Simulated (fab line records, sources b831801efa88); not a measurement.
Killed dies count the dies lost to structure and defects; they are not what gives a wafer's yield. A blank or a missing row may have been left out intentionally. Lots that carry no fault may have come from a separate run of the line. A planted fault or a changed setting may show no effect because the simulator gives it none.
fab line records | flow sfqLine
record: lots: 6 wafers: 18 lastDay: 91
route steps=325 shown L0V@24 M0@28
lots that met no fault: from a run of the same line without faults
startH: hours from the record's opening day to when the first of the lot's shown wafers began | waitH: hours since the lot's step before | " same as the row above | L1.1+2: one row covering several wafers at once | - either no value or no given start | * or withheld: withheld | < > ~ a bound
route shown NAME@n: a module of which the file shows steps, and the number in the route of the first | usual: mean/standard deviation of fault-free wafers | same: alike in all rows | chamber/n: place in a boat | sites: the reading at each site | _std_site: standard deviation of those values | _edge_site: outer sites' mean less inner sites' | radiusMm: how far each site lies from the wafer's centre | mask NAME#n: copy n | behind: the most recent tool/chamber to have shaped the wafer | hold: reason for holding the lot/hours on hold/outcome of the hold | device: the n, p or np transistor that did not switch | end of line: the tests these same wafers got at the end of their route | step lacking rows: just its recipe | killed: dies lost to structure and defects at the first sort, not the wafer's yield | map: shows each die of a wafer: x if killed, . if not, _ if none is there
set.NAME: the run value of the setting; set.NAME@STEP: its run value at that earlier step | model.NAME: the simulator's own value behind a step, which no gauge read
lots at some steps of the route; a table a step, a row a wafer
services: from which hour (startH, from the record's first day; less than 0 if before it) a tool's chamber was out of use, for how many hours, and why
== steps ==
step: SFQ_TRILAYER_L0_VIA_BARC_OPEN_VIA_ETCH_021
recipe: maskMaterial: PR chemistry: O2 targetDepthNm: 125 target: BARC sourceW: 500 biasW: 80 pressureMtorr: 30 timeS: 41.7
usual: drypumpMotorCurrentA: 5.6/0.43 oesProductAu: 0.686/0.0047 rfFwdPowerW: 495.6/2.1
columns lot.wafer tool chamber startH waitH drypumpMotorCurrentA oesProductAu rfFwdPowerW rfHoursCounterH
L613.3 rieDiel-01 2 161.16 0.0 5.5 0.685 497.9 16
L613.5 " 2 " " 5.5 0.676 499.6 -
L613.6 " 1 " " 5.4 0.693 493.4 -
L618.1 rieDiel-01 2 194.23 0.0 5.5 0.689 496.4 17
L618.2 " 3 " " 5.4 0.682 496.3 3
L618.4 " 0 " " 6.2 0.692 495.4 1
L626.1 rieDiel-01 2 256.63 0.0 5.5 0.677 499.1 18
L626.2 " 0 " " 6.3 0.689 494.1 2
L626.6 " 3 " " 5.4 0.693 498.1 -
L627.1 rieDiel-02 3 266.23 0.0 6.2 0.691 496.0 36
L627.3 " 2 " " 5.9 0.690 497.1 1
L627.5 " 3 " " 6.2 0.692 496.4 -
L628.1 rieDiel-02 3 273.43 0.0 6.2 0.690 497.4 36
L628.2 " 2 " " 5.9 0.687 496.7 1
L628.3 " 1 " " 5.1 0.684 495.0 88
L633.1 rieDiel-03 2 321.22 0.0 4.7 0.687 497.6 1
L633.3 " 0 " " 5.5 0.681 494.2 114
L633.6 " 3 " " 5.7 0.683 492.8 -
step: SFQ_TRILAYER_L0_VIA_ETCH_VIA_ETCH_016
recipe: target: SiO2 stopOn: MoNx_KI maskMaterial: PR chemistry: CHF3 targetDepthNm: 80 sourceW: 500 biasW: 80 pressureMtorr: 30 timeS: withheld
usual: drypumpMotorCurrentA: 5.6/0.43 oesProductAu: 0.843/0.0073 rfFwdPowerW: 496.0/1.8
columns lot.wafer tool chamber startH waitH drypumpMotorCurrentA oesProductAu rfFwdPowerW
L613.3 rieDiel-01 2 161.19 0.0 5.5 0.838 496.1
L613.5 " 2 " " 5.5 0.851 497.0
L613.6 " 1 " " 5.4 0.849 498.0
L618.1 rieDiel-01 2 194.27 0.0 5.5 0.850 496.1
L618.2 " 3 " " 5.4 0.843 499.4
L618.4 " 0 " " 6.3 0.857 494.8
L626.1 rieDiel-01 2 256.67 0.0 5.5 0.833 497.8
L626.2 " 0 " " 6.2 0.838 495.7
L626.6 " 3 " " 5.4 0.841 495.9
L627.1 rieDiel-02 3 266.27 0.0 6.2 0.844 497.6
L627.3 " 2 " " 5.9 0.840 498.3
L627.5 " 3 " " 6.2 0.852 494.2
L628.1 rieDiel-02 3 273.47 0.0 6.2 0.851 498.1
L628.2 " 2 " " 5.9 0.844 499.6
L628.3 " 1 " " 5.2 0.842 495.8
L633.1 rieDiel-03 2 321.26 0.0 4.7 0.841 497.2
L633.3 " 0 " " 5.6 0.837 493.4
L633.6 " 3 " " 5.7 0.845 496.2
step: SFQ_TRILAYER_L0_VIA_STRIP_STRIP_017
recipe: gas: O2 powerW: 200 platenTempC: 40 overashFraction: 0.65 chemistry: O2 pressureMtorr: 50
usual: drypumpMotorCurrentA: 5.8/0.35 oesProductAu: 0.999/0.0072
columns lot.wafer tool chamber startH waitH drypumpMotorCurrentA oesProductAu rfHoursCounterH
L613.3 rieMetal-03 0 161.44 - 6.4 1.004 -
L613.5 " 0 " " 6.4 1.006 -
L613.6 " 1 " " 6.0 1.003 -
L618.1 rieMetal-03 0 194.32 - 6.3 1.013 10
L618.2 " 0 " " 6.3 1.005 -
L618.4 " 0 " " 6.3 1.009 -
L626.1 rieMetal-02 0 256.72 - 6.1 0.994 32
L626.2 " 1 " " 5.6 1.003 138
L626.6 " 1 " " 5.6 1.000 -
L627.1 rieMetal-03 0 266.32 - 6.4 1.009 25
L627.3 " 0 " " 6.4 0.991 -
L627.5 " 1 " " 6.0 1.009 -
L628.1 rieMetal-01 1 273.52 - 5.6 0.994 32
L628.2 " 0 " " 5.4 0.997 122
L628.3 " 0 " " 5.4 1.006 -
L633.1 rieMetal-01 0 321.31 - 5.4 1.006 131
L633.3 " 0 " " 5.4 1.006 -
L633.6 " 0 " " 5.4 1.001 -
step: SFQ_TRILAYER_L0_VIA_STRIP_SOLV_CLEAN_018
recipe: chemistry: NMP tempC: 70 timeS: 600
step: SFQ_TRILAYER_M0_DEP_PRE_CLEAN_020
recipe: gas: Ar timeS: 15 biasV: 250
step: SFQ_TRILAYER_M0_DEP_SPUTTER_019
recipe: material: Nb basePressurePa: 1.33e-06 chamberPressurePa: 0.1333 substrateTempC: 20 resputterCathodeVoltageV: 400 targetThkNm: 200 powerW: 2000 timeS: 133.3
usual: cathodeDcPowerW: 2000.0/0.36 substrateTempC: 20.00/0.1 throttleValvePct: 30.0/0.84
columns lot.wafer tool chamber startH waitH cathodeDcPowerW substrateTempC throttleValvePct
L613.3 pvdSputter-04 - 162.04 0.0 1999.6 19.97 30.7
L613.5 " - " " 2000.1 19.89 29.4
L613.6 " - " " 1999.5 19.81 31.3
L618.1 pvdSputter-06 - 195.72 0.0 2000.7 19.95 30.3
L618.2 " - " " 1999.7 20.11 30.0
L618.4 " - " " 1999.9 20.10 30.4
L626.1 pvdSputter-05 - 257.52 0.0 2000.2 20.10 29.3
L626.2 " - " " 2000.2 19.75 30.1
L626.6 " - " " 2000.3 19.97 30.2
L627.1 pvdSputter-06 - 267.12 0.0 1999.9 20.09 30.1
L627.3 " - " " 2000.7 20.09 28.9
L627.5 " - " " 1999.8 20.04 29.8
L628.1 pvdSputter-06 - 274.33 0.0 2000.0 20.07 30.4
L628.2 " - " " 1999.6 19.97 30.3
L628.3 " - " " 2000.2 19.93 29.3
L633.1 pvdSputter-06 - 322.11 0.0 2000.5 19.90 29.2
L633.3 " - " " 2000.4 19.99 30.2
L633.6 " - " " 1999.9 20.00 30.2
step: SFQ_M0_RS_MEAS_904
recipe: thkMeasGauge: four-point-probe reads: Nb_of_TRILAYER_M0_DEP_SPUTTER_019
usual: M0_NB_RS: 0.888/0.0088
columns lot.wafer tool chamber startH waitH M0_NB_RS[ohm/sq]
L613.3 filmMetro-03 - 162.17 0.1 0.896
L613.5 " - " " 0.889
L613.6 " - " " 0.890
L618.1 filmMetro-01 - 195.81 0.0 0.886
L618.2 " - " " 0.900
L618.4 " - " " 0.883
L626.1 filmMetro-03 - 257.61 0.0 0.885
L626.2 " - " " 0.887
L626.6 " - " " 0.890
L627.1 filmMetro-04 - 267.21 0.0 0.883
L627.3 " - " " 0.884
L627.5 " - " " 0.894
L628.1 filmMetro-01 - 274.42 0.0 0.866
L628.2 " - " " 0.883
L628.3 " - " " 0.874
L633.1 filmMetro-03 - 322.20 0.0 0.885
L633.3 " - " " 0.882
L633.6 " - " " 0.892
step: SFQ_TRILAYER_M0_LITHO_COAT_026
recipe: resist: BARC spinRpm: 3000 resistThkNm: 62
step: SFQ_TRILAYER_M0_LITHO_COAT_021
recipe: resist: KrF spinRpm: 3000 resistThkNm: 600
step: SFQ_TRILAYER_M0_LITHO_SOFTBAKE_025
recipe: tempC: withheld timeS: withheld resist: KrF
step: SFQ_TRILAYER_M0_LITHO_EXPOSE_022
recipe: maskId: M0 na: 0.6 sourceShape: conventional sigmaOuter: 0.65 targetCdNm: 500 doseMj: 14.4
step: SFQ_TRILAYER_M0_LITHO_PEB_024
recipe: pebTempC: 115 pebTimeS: 60 resist: KrF
usual: heaterPowerTotalW: 79.16/0.062
columns lot.wafer tool chamber startH waitH heaterPowerTotalW
L613.3 lithoTrack-04 0 263.54 0.7 79.27
L613.5 " 0 " " 79.20
L613.6 " 0 " " 79.28
L618.1 lithoTrack-02 0 305.49 1.0 79.10
L618.2 " 0 " " 79.18
L618.4 " 0 " " 79.16
L626.1 lithoTrack-04 0 373.68 1.0 86.11
L626.2 " 0 " " 79.24
L626.6 " 0 " " 79.22
L627.1 lithoTrack-04 0 386.88 1.0 86.20
L627.3 " 0 " " 79.21
L627.5 " 0 " " 86.07
L628.1 lithoTrack-03 0 397.68 1.0 79.15
L628.2 " 0 " " 79.17
L628.3 " 0 " " 79.24
L633.1 lithoTrack-02 0 458.10 1.0 79.17
L633.3 " 0 " " 79.15
L633.6 " 0 " " 79.15
step: SFQ_TRILAYER_M0_LITHO_DEVELOP_023
recipe: timeS: 60 resist: KrF
step: SFQ_M0_OVL_MEAS_906
usual: M0_OVL: -1/4.1
columns lot.wafer tool chamber startH waitH M0_OVL[nm]
L613.3 overlay-02 - 263.81 0.1 -2
L613.5 " - " " -2
L613.6 " - " " -1
L618.1 overlay-01 - 305.79 0.1 -3
L618.2 " - " " -1
L618.4 " - " " -3
L626.1 overlay-02 - 373.98 0.1 1
L626.2 " - " " -3
L626.6 " - " " 5
L627.1 overlay-02 - 387.18 0.1 2
L627.3 " - " " -2
L627.5 " - " " -1
L628.1 overlay-02 - 397.98 0.1 -3
L628.2 " - " " 5
L628.3 " - " " 4
L633.1 overlay-02 - 458.40 0.1 -5
L633.3 " - " " -3
L633.6 " - " " 0
step: SFQ_TRILAYER_M0_BARC_OPEN_METAL_ETCH_031
recipe: maskMaterial: PR chemistry: O2 targetDepthNm: 125 target: BARC icpW: 600 biasW: 80 pressureMtorr: 10 timeS: 41.7
usual: drypumpMotorCurrentA: 6.1/0.41 oesProductAu: 0.685/0.0042 rfFwdPowerW: 594.9/1.8
columns lot.wafer tool chamber startH waitH drypumpMotorCurrentA oesProductAu rfFwdPowerW rfHoursCounterH model.M0.cdNm
L613.3 rieMetal-04 1 263.85 0.0 6.6 0.684 595.7 - 500.7
L613.5 " 0 " " 6.5 0.688 595.6 - 501.5
L613.6 " 1 " " 6.7 0.683 595.1 - 500.2
L618.1 rieMetal-03 1 305.83 0.0 6.1 0.682 595.1 18 501.3
L618.2 " 0 " " 6.4 0.679 594.0 32 501.4
L618.4 " 0 " " 6.4 0.681 590.5 - 501.3
L626.1 rieMetal-03 1 374.02 0.0 6.0 0.684 596.8 26 538.2
L626.2 " 0 " " 6.4 0.680 598.5 40 499.5
L626.6 " 0 " " 6.4 0.687 594.3 - 498.4
L627.1 rieMetal-03 0 387.22 0.0 6.3 0.685 593.5 41 538.4
L627.3 " 0 " " 6.3 0.680 596.8 - 498.2
L627.5 " 1 " " 6.1 0.682 595.8 - 540.1
L628.1 rieMetal-04 0 398.02 0.0 6.4 0.695 593.4 148 500.1
L628.2 " 1 " " 6.6 0.680 596.1 157 499.9
L628.3 " 0 " " 6.5 0.680 591.0 - 500.3
L633.1 rieMetal-04 0 458.44 0.0 6.5 0.689 595.4 157 497.8
L633.3 " 1 " " 6.6 0.690 591.0 - 499.1
L633.6 " 1 " " 6.6 0.687 594.0 - 499.2
step: SFQ_TRILAYER_M0_ETCH_METAL_ETCH_024
recipe: target: Nb stopOn: SiO2 maskMaterial: PR chemistry: Cl2/Ar targetDepthNm: 240 icpW: 600 biasW: 80 pressureMtorr: 10 timeS: 120
usual: drypumpMotorCurrentA: 6.1/0.41 oesProductAu: 0.895/0.0068 rfFwdPowerW: 597.9/1.8
columns lot.wafer tool chamber startH waitH drypumpMotorCurrentA oesProductAu rfFwdPowerW rfHoursCounterH model.M0.cdNm
L613.3 rieMetal-04 1 263.93 0.1 6.7 0.886 596.9 - 501.7
L613.5 " 0 " " 6.5 0.891 596.8 - 502.5
L613.6 " 1 " " 6.7 0.903 598.2 - 501
L618.1 rieMetal-03 1 305.89 0.0 6.0 0.898 595.8 18 501.1
L618.2 " 0 " " 6.3 0.886 597.5 32 502
L618.4 " 0 " " 6.3 0.903 596.9 - 500.8
L626.1 rieMetal-03 1 374.08 0.0 6.0 0.895 601.0 26 539.3
L626.2 " 0 " " 6.4 0.889 601.6 40 500.7
L626.6 " 0 " " 6.3 0.890 598.7 - 498.9
L627.1 rieMetal-03 0 387.28 0.0 6.4 0.899 599.1 41 539.2
L627.3 " 0 " " 6.4 0.900 600.1 - 499.3
L627.5 " 1 " " 6.0 0.895 599.0 - 539.7
L628.1 rieMetal-04 0 398.08 0.0 6.4 0.905 597.5 148 500.6
L628.2 " 1 " " 6.6 0.892 596.7 157 500.6
L628.3 " 0 " " 6.4 0.906 600.8 - 500.4
L633.1 rieMetal-04 0 458.50 0.0 6.5 0.895 596.2 157 497.4
L633.3 " 1 " " 6.6 0.891 597.3 - 498.7
L633.6 " 1 " " 6.6 0.893 595.2 - 498.2
step: SFQ_TRILAYER_M0_STRIP_STRIP_025
recipe: gas: O2 powerW: 200 platenTempC: 40 overashFraction: 0.65 chemistry: O2 pressureMtorr: 50
usual: drypumpMotorCurrentA: 6.1/0.41 oesProductAu: 1.001/0.0076
columns lot.wafer tool chamber startH waitH drypumpMotorCurrentA oesProductAu rfHoursCounterH
L613.3 rieMetal-04 1 264.21 0.2 6.7 1.000 -
L613.5 " 0 " " 6.5 1.023 -
L613.6 " 1 " " 6.7 0.994 -
L618.1 rieMetal-03 1 306.01 0.1 6.1 1.011 18
L618.2 " 0 " " 6.4 1.001 32
L618.4 " 0 " " 6.4 1.002 -
L626.1 rieMetal-03 1 374.21 0.1 6.1 1.018 26
L626.2 " 0 " " 6.3 0.995 40
L626.6 " 0 " " 6.3 0.993 -
L627.1 rieMetal-03 0 387.41 0.1 6.4 0.997 42
L627.3 " 0 " " 6.4 1.000 -
L627.5 " 1 " " 6.0 1.013 -
L628.1 rieMetal-04 0 398.21 0.1 6.5 1.005 148
L628.2 " 1 " " 6.6 0.992 157
L628.3 " 0 " " 6.5 1.004 -
L633.1 rieMetal-04 0 458.62 0.1 6.5 1.006 157
L633.3 " 1 " " 6.6 0.992 -
L633.6 " 1 " " 6.6 0.990 -
== services ==
columns tool chamber startH hours kind
rieMetal-03 - 140.86 2.8 pm
rieMetal-04 0 148.24 13.7 repair
rieDiel-01 3 150.56 2.4 repair
rieMetal-04 1 179.79 14.2 repair
rieDiel-02 0 183.37 7.5 repair
rieMetal-03 - 189.08 0.1 repair
rieDiel-01 0 213.60 2.6 repair
rieMetal-01 0 219.21 2.0 repair
rieMetal-01 - 247.81 2.8 pm
rieDiel-02 3 248.72 2.5 repair
rieDiel-01 - 254.24 1.1 repair
pvdSputter-06 - 293.14 1.7 repair
rieMetal-04 0 294.62 6.7 repair
rieDiel-02 2 316.40 25.0 repair
rieDiel-02 0 339.99 5.0 repair
rieDiel-02 3 348.25 4.5 repair
rieMetal-03 - 363.98 0.9 repair
rieDiel-01 0 376.54 4.4 repair
rieDiel-02 2 377.01 2.3 repair
rieDiel-02 - 413.39 15.6 pm
rieDiel-01 - 425.32 15.6 pm
rieDiel-02 1 436.02 3.8 repair
rieDiel-02 3 451.22 5.3 repair
rieDiel-01 - 452.69 2.8 pm
== key ==
firstSign: step: SFQ_TRILAYER_M0_LITHO_PEB_024 reading: heaterPowerTotalW direction: up sigmas: 99+ usual: 79.16 struck: 86.13
effect none on later readings
modelEffect: step: SFQ_TRILAYER_M0_BARC_OPEN_METAL_ETCH_031 value: M0.cdNm without: 499.5 struck: 538.9
modelEffect: step: SFQ_TRILAYER_M0_ETCH_METAL_ETCH_024 value: M0.cdNm without: 500 struck: 539.4
metAt SFQ_TRILAYER_M0_LITHO_PEB_024
struckWafers L626.1,L627.1,L627.5
onsetBetween 263.54 373.68
fault: kind: processParameterDrift tool: lithoTrack-04 chamber: - onsetH: 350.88 steps: SFQ_TRILAYER_M0_LITHO_PEB_024 channel: pebTimeS offset: * shape: step endH: 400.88 scope: struckWafersOnly actsIn: * stated: *
